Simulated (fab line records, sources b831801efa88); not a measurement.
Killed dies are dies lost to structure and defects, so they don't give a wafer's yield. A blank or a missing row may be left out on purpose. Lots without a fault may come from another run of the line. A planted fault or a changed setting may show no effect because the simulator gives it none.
fab line records | flow gf180mcu
record lots=7 wafers=21 last_day=35
route steps=602 shown DNWELL@40 NWELL@42 LVPWELL@54 MVSD@66
lots that met no fault: from a run of the same line without faults
start_h: hours from the record's first day to the start of the lot's first wafer shown | wait_h: hours since the lot's step before | " the same as in the row above | L1.1+2: a row that stands for several wafers | - no value, or no start given | * or withheld: withheld | < > ~ a bound
route shown NAME@n: a module of which the file shows steps, and the number in the route of the first | usual: mean/standard deviation of fault-free wafers | same: alike in all rows | chamber/n: place in a boat | sites: the reading at each site | _std_site: their standard deviation | _edge_site: outer sites' mean less inner sites' | radius_mm: how far each site lies from the wafer's centre | mask NAME#n: copy n | behind: the tool/chamber that last shaped the wafer | hold: why the lot was held/for how many hours/how that ended | device: the transistor (n, p or np) that didn't switch | end of line: the same wafers' tests at the end of the route | a step without rows: its recipe alone | killed: dies lost to structure and defects at the first sort, not the wafer's yield | map: a wafer's dies, x killed, . not, _ none there
set.NAME: the setting as run; set.NAME@STEP: as run at that earlier step | model.NAME: the simulator's own value behind a step, which no gauge read
lots at some steps of the route; a table a step, a row a wafer
services: from which hour (start_h, from the record's first day; less than 0 if before it) a tool's chamber was out of use, for how many hours, and why
## steps
# step GF_DNWELL_STRIP_08
# recipe chemistry=O2/N2 power_w=1400 pressure_mtorr=1500 platen_temp_c=250 o2_flow_sccm=3000 n2_flow_sccm=300 overash_fraction=0.5
# usual chamber_pressure_mTorr=1500.1/1.5 drypump_motor_current_A=5.9/0.44 heater_power_w=322/49 oes_product_au=0.722/0.0043 strip_time_to_endpoint_s=37.02/0.12
# columns lot.wafer tool chamber start_h wait_h chamber_pressure_mTorr drypump_motor_current_A heater_power_w oes_product_au rf_hours_counter_h strip_time_to_endpoint_s
L354.1 plasma_asher-01 1 78.00 0.1 1499.0 5.7 325 0.723 44 37.06
L354.2 " 0 " " 1496.8 5.2 327 0.726 44 37.17
L354.5 " 0 " " 1497.7 5.2 332 0.712 - 37.22
L356.2 plasma_asher-02 0 84.04 0.1 1499.1 5.7 427 0.727 46 37.15
L356.3 " 1 " " 1501.1 6.2 301 0.720 - 37.22
L356.6 " 1 " " 1498.9 6.2 292 0.722 - 37.20
L357.1 plasma_asher-01 0 87.51 0.1 1500.2 5.2 329 0.723 45 36.97
L357.2 " 1 " " 1499.4 5.7 323 0.722 45 36.89
L357.5 " 0 " " 1502.1 5.2 333 0.723 - 36.95
L358.1 plasma_asher-02 1 95.74 0.1 1498.6 6.3 293 0.720 48 36.89
L358.4 " 1 " " 1501.0 6.2 295 0.717 - 36.98
L358.6 " 0 " " 1499.8 5.8 423 0.724 - 36.95
L369.1 plasma_asher-02 0 154.36 0.1 1500.8 5.7 427 0.725 54 37.20
L369.4 " 0 " " 1500.1 5.8 430 0.728 - 37.04
L369.5 " 0 " " 1502.3 5.7 420 0.720 - 37.00
L370.4 plasma_asher-01 0 158.94 0.1 1501.3 5.2 317 0.723 - 36.83
L370.5 " 0 " " 1498.5 5.2 309 0.724 - 36.91
L370.6 " 1 " " 1499.5 5.7 330 0.729 - 36.77
L371.1 plasma_asher-03 0 165.63 0.1 1497.7 5.7 290 0.722 45 37.22
L371.3 " 0 " " 1499.3 5.7 293 0.720 - 37.23
L371.6 " 1 " " 1500.8 6.6 281 0.725 - 37.12
# step GF_DNWELL_TW_MEAS_09
# usual DNWELL_TW=1341/21
# columns lot.wafer tool chamber start_h wait_h DNWELL_TW
L354.1 film_metro-01 - 78.10 0.1 1363
L354.2 " - " " 1368
L354.5 " - " " 1368
L356.2 film_metro-04 - 84.15 0.1 1354
L356.3 " - " " 1346
L356.6 " - " " 1334
L357.1 film_metro-01 - 87.61 0.1 1356
L357.2 " - " " 1364
L357.5 " - " " 1370
L358.1 film_metro-04 - 95.84 0.1 1332
L358.4 " - " " 1335
L358.6 " - " " 1342
L369.1 film_metro-01 - 154.46 0.1 1352
L369.4 " - " " 1352
L369.5 " - " " 1351
L370.4 film_metro-03 - 159.04 0.1 1308
L370.5 " - " " 1311
L370.6 " - " " 1320
L371.1 film_metro-03 - 165.73 0.1 1306
L371.3 " - " " 1310
L371.6 " - " " 1307
# step GF_NWELL_DEHYDRATE_00
# recipe temp_c=200 time_s=60
# step GF_NWELL_HMDS_01
# recipe prime_time_s=60 prime_temp_c=120
# step GF_NWELL_COAT_02
# recipe spin_rpm=2000 resist_thk_nm=3000
# step GF_NWELL_SOFTBAKE_03
# recipe temp_c=110 time_s=withheld
# step GF_NWELL_EXPOSE_04
# recipe mask_id=Nwell target_cd_nm=860 na=0.6 source_shape=conventional sigma_outer=0.6 dose_mj=260
# step GF_NWELL_PEB_05
# recipe temp_c=115 time_s=withheld
# step GF_NWELL_DEVELOP_06
# recipe wall_angle_deg=90 develop_time_s=57.94 dev_temp_c=23
# step GF_NWELL_OVL_MEAS_07
# usual NWELL_OVL=0.1/1.7
# columns lot.wafer tool chamber start_h wait_h NWELL_OVL[nm]
L354.1 overlay-02 - 90.61 - 0.2
L354.2 " - " " -0.7
L354.5 " - " " -0.2
L356.2 overlay-02 - 97.21 - -2.0
L356.3 " - " " 0.9
L356.6 " - " " -0.5
L357.1 overlay-01 - 101.60 - -3.0
L357.2 " - " " -2.4
L357.5 " - " " -3.1
L358.1 overlay-02 - 110.11 - 0.3
L358.4 " - " " 2.0
L358.6 " - " " 0.1
L369.1 overlay-01 - 171.27 - -0.8
L369.4 " - " " -0.8
L369.5 " - " " 0.4
L370.4 overlay-02 - 176.37 - 2.5
L370.5 " - " " 2.9
L370.6 " - " " 1.0
L371.1 overlay-01 - 182.91 - 0.8
L371.3 " - " " -0.6
L371.6 " - " " -0.3
# step GF_NWELL_IMPLANT_08
# recipe species=P energy_kev=450 dose_cm2=1.5e+13 tilt_deg=0
# step GF_NWELL_IMPLANT_09
# recipe species=P energy_kev=160 dose_cm2=4e+12 tilt_deg=0
# step GF_NWELL_STRIP_10
# recipe chemistry=O2/N2 power_w=1400 pressure_mtorr=1500 platen_temp_c=250 o2_flow_sccm=3000 n2_flow_sccm=300 overash_fraction=0.5
# usual chamber_pressure_mTorr=1499.9/1.5 drypump_motor_current_A=5.6/0.43 heater_power_w=344/44 oes_product_au=0.722/0.0048 strip_time_to_endpoint_s=37.06/0.11
# columns lot.wafer tool chamber start_h wait_h chamber_pressure_mTorr drypump_motor_current_A heater_power_w oes_product_au rf_hours_counter_h strip_time_to_endpoint_s model.coat_of_NWELL_COAT_02.thk_nm
L354.1 plasma_asher-04 1 90.95 0.1 1498.7 6.0 307 0.727 29 36.96 0
L354.2 " 0 " " 1498.9 4.9 380 0.722 29 37.06 0
L354.5 " 1 " " 1500.5 5.9 297 0.719 - 37.09 0
L356.2 plasma_asher-02 1 97.54 0.1 - - - - - - 3026
L356.3 " 1 " " - - - - - - 3017
L356.6 " 1 " " - - - - - - 3022
L357.1 plasma_asher-04 0 101.94 0.1 - - - - - - 3024
L357.2 " 1 " " - - - - - - 3018
L357.5 " 0 " " - - - - - - 3020
L358.1 plasma_asher-04 0 110.44 0.1 - - - - - - 2990
L358.4 " 1 " " - - - - - - 2998
L358.6 " 0 " " - - - - - - 2996
L369.1 plasma_asher-02 0 171.60 0.1 1497.7 5.7 440 0.721 56 37.05 0
L369.4 " 1 " " 1498.0 6.2 291 0.723 - 37.12 0
L369.5 " 0 " " 1500.5 5.7 430 0.727 - 37.09 0
L370.4 plasma_asher-01 0 176.72 0.1 1500.4 5.2 314 0.726 - 37.08 0
L370.5 " 1 " " 1499.6 5.7 335 0.733 - 37.05 0
L370.6 " 0 " " 1501.7 5.2 321 0.726 - 37.13 0
L371.1 plasma_asher-02 1 183.24 0.1 1499.1 6.2 302 0.713 57 36.98 0
L371.3 " 1 " " 1500.1 6.2 296 0.725 - 37.09 0
L371.6 " 1 " " 1497.4 6.2 300 0.724 - 36.91 0
# step GF_NWELL_TW_MEAS_11
# usual NWELL_TW=1573/21
# columns lot.wafer tool chamber start_h wait_h NWELL_TW
L354.1 film_metro-03 - 91.05 0.1 1528
L354.2 " - " " 1521
L354.5 " - " " 1525
L356.2 film_metro-02 - 97.65 0.1 1584
L356.3 " - " " 1582
L356.6 " - " " 1579
L357.1 film_metro-01 - 102.04 0.1 1571
L357.2 " - " " 1577
L357.5 " - " " 1575
L358.1 film_metro-03 - 110.54 0.1 1539
L358.4 " - " " 1542
L358.6 " - " " 1552
L369.1 film_metro-02 - 171.70 0.1 1590
L369.4 " - " " 1586
L369.5 " - " " 1582
L370.4 film_metro-01 - 176.81 0.1 1581
L370.5 " - " " 1574
L370.6 " - " " 1572
L371.1 film_metro-02 - 183.34 0.1 1581
L371.3 " - " " 1592
L371.6 " - " " 1583
# step GF_LVPWELL_DEHYDRATE_00
# recipe temp_c=200 time_s=60
# step GF_LVPWELL_HMDS_01
# recipe prime_time_s=60 prime_temp_c=120
# step GF_LVPWELL_COAT_02
# recipe spin_rpm=2000 resist_thk_nm=3000
# step GF_LVPWELL_SOFTBAKE_03
# recipe temp_c=110 time_s=withheld
# step GF_LVPWELL_EXPOSE_04
# recipe mask_id=LVPWELL target_cd_nm=600 na=0.6 source_shape=conventional sigma_outer=0.6 dose_mj=260
# step GF_LVPWELL_PEB_05
# recipe temp_c=115 time_s=withheld
# step GF_LVPWELL_DEVELOP_06
# recipe wall_angle_deg=90 develop_time_s=60 dev_temp_c=23
# step GF_LVPWELL_OVL_MEAS_07
# usual LVPWELL_OVL=-0.1/1.6
# columns lot.wafer tool chamber start_h wait_h LVPWELL_OVL[nm]
L354.1 overlay-01 - 105.07 - 0.6
L354.2 " - " " -1.4
L354.5 " - " " 0.4
L356.2 overlay-01 - 111.76 - -0.4
L356.3 " - " " 1.0
L356.6 " - " " -0.2
L357.1 overlay-02 - 116.13 - -1.9
L357.2 " - " " -1.3
L357.5 " - " " -1.3
L358.1 overlay-02 - 124.93 - 0.0
L358.4 " - " " -1.8
L358.6 " - " " -0.2
L369.1 overlay-01 - 189.13 - 0.0
L369.4 " - " " -1.1
L369.5 " - " " 0.5
L370.4 overlay-01 - 194.56 - -0.2
L370.5 " - " " 1.7
L370.6 " - " " -0.6
L371.1 overlay-01 - 201.68 - 3.0
L371.3 " - " " 1.4
L371.6 " - " " 3.3
# step GF_LVPWELL_IMPLANT_08
# recipe species=B energy_kev=170 dose_cm2=1.5e+13 tilt_deg=0
# step GF_LVPWELL_IMPLANT_09
# recipe species=B energy_kev=60 dose_cm2=5e+12 tilt_deg=0
# step GF_LVPWELL_STRIP_10
# recipe chemistry=O2/N2 power_w=1400 pressure_mtorr=1500 platen_temp_c=250 o2_flow_sccm=3000 n2_flow_sccm=300 overash_fraction=0.5
# usual chamber_pressure_mTorr=1500.0/1.4 drypump_motor_current_A=5.7/0.54 heater_power_w=320/37 oes_product_au=0.723/0.0044 strip_time_to_endpoint_s=37.06/0.09
# columns lot.wafer tool chamber start_h wait_h chamber_pressure_mTorr drypump_motor_current_A heater_power_w oes_product_au rf_hours_counter_h strip_time_to_endpoint_s
L354.1 plasma_asher-03 1 105.40 0.1 1500.1 6.6 280 0.717 39 37.01
L354.2 " 0 " " 1499.7 5.7 286 0.721 39 36.99
L354.5 " 1 " " 1498.2 6.6 283 0.721 - 36.91
L356.2 plasma_asher-03 1 112.09 0.1 1498.8 6.6 285 0.747 39 81.70
L356.3 " 0 " " 1501.2 5.7 287 0.738 - 81.55
L356.6 " 1 " " 1499.6 6.6 277 0.745 - 81.57
L357.1 plasma_asher-04 0 116.47 0.1 1498.7 4.9 379 0.752 31 81.70
L357.2 " 1 " " 1501.9 5.9 307 0.740 31 81.55
L357.5 " 0 " " 1499.3 4.9 388 0.743 - 81.57
L358.1 plasma_asher-04 1 125.27 0.1 1500.9 5.9 308 0.737 32 81.29
L358.4 " 0 " " 1500.0 4.9 387 0.735 - 81.26
L358.6 " 1 " " 1500.3 5.9 294 0.747 - 81.35
L369.1 plasma_asher-04 0 189.47 0.1 1501.0 4.9 388 0.720 39 37.05
L369.4 " 1 " " 1499.5 5.9 302 0.731 - 37.00
L369.5 " 1 " " 1499.8 5.9 301 0.724 - 37.11
L370.4 plasma_asher-01 0 194.91 0.1 1499.7 5.2 319 0.716 - 37.07
L370.5 " 0 " " 1499.6 5.2 323 0.721 - 37.09
L370.6 " 1 " " 1501.2 5.7 335 0.726 - 37.00
L371.1 plasma_asher-04 0 202.02 0.1 1500.7 4.9 382 0.724 40 37.20
L371.3 " 0 " " 1502.7 4.9 389 0.722 - 37.01
L371.6 " 1 " " 1500.7 5.9 301 0.722 - 37.08
# step GF_LVPWELL_TW_MEAS_11
# usual LVPWELL_TW=558/8.7
# columns lot.wafer tool chamber start_h wait_h LVPWELL_TW
L354.1 film_metro-03 - 105.50 0.1 548
L354.2 " - " " 549
L354.5 " - " " 546
L356.2 film_metro-02 - 112.20 0.1 30
L356.3 " - " " 30
L356.6 " - " " 30
L357.1 film_metro-01 - 116.57 0.1 30
L357.2 " - " " 30
L357.5 " - " " 30
L358.1 film_metro-01 - 125.37 0.1 30
L358.4 " - " " 30
L358.6 " - " " 30
L369.1 film_metro-02 - 189.57 0.1 562
L369.4 " - " " 564
L369.5 " - " " 565
L370.4 film_metro-03 - 195.01 0.1 546
L370.5 " - " " 547
L370.6 " - " " 544
L371.1 film_metro-01 - 202.12 0.1 568
L371.3 " - " " 563
L371.6 " - " " 564
# step GF_MVSD_DEHYDRATE_00
# recipe temp_c=200 time_s=60
## services
# columns tool chamber start_h hours kind
plasma_asher-01 - 63.91 1.0 repair
plasma_asher-04 - 69.10 2.2 repair
plasma_asher-02 - 87.36 1.0 repair
plasma_asher-01 - 106.52 1.2 repair
plasma_asher-01 - 108.75 9.0 pm
plasma_asher-01 0 108.75 9.0 vent_cycle
plasma_asher-01 1 108.75 9.0 vent_cycle
plasma_asher-01 0 117.75 - clean
plasma_asher-01 1 117.75 - clean
plasma_asher-03 - 136.85 0.4 repair
## key
first_sign step=GF_NWELL_STRIP_10 reading=tool_record direction=missing
effect step=GF_LVPWELL_STRIP_10 reading=strip_time_to_endpoint_s direction=up sigmas=99+ usual=* struck=*
effect step=GF_LVPWELL_TW_MEAS_11 reading=LVPWELL_TW direction=down sigmas=61 usual=558 struck=30
model_effect step=GF_NWELL_STRIP_10 value=coat_of_NWELL_COAT_02.thk_nm without=0 struck=3012
met_at GF_NWELL_STRIP_10
struck_wafers L356.2,L356.3,L356.6,L357.1,L357.2,L357.5,L358.1,L358.4,L358.6
sort_left_out L356.2,L356.3,L356.6,L357.1,L357.2,L357.5,L358.1,L358.4,L358.6
tester_left_out L356,L357,L358
onset_between 90.95 97.54
fault kind=skipped_step_whole tool=plasma_asher-02,plasma_asher-04 chamber=- onset_h=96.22 steps=GF_NWELL_STRIP_10 scope=struck_lots_only
# tester_left_out: of these lots the tester's yield and bins aren't shown, on N5 and GAA mostly nor the transistor test; their killed dies are dies lost to structure and defects alone, not to doping, threshold or leakage, so they don't give the yield
# sort_left_out: the simulated sort isn't trusted on such a fault, so these wafers' sort isn't shown, and their yield isn't known
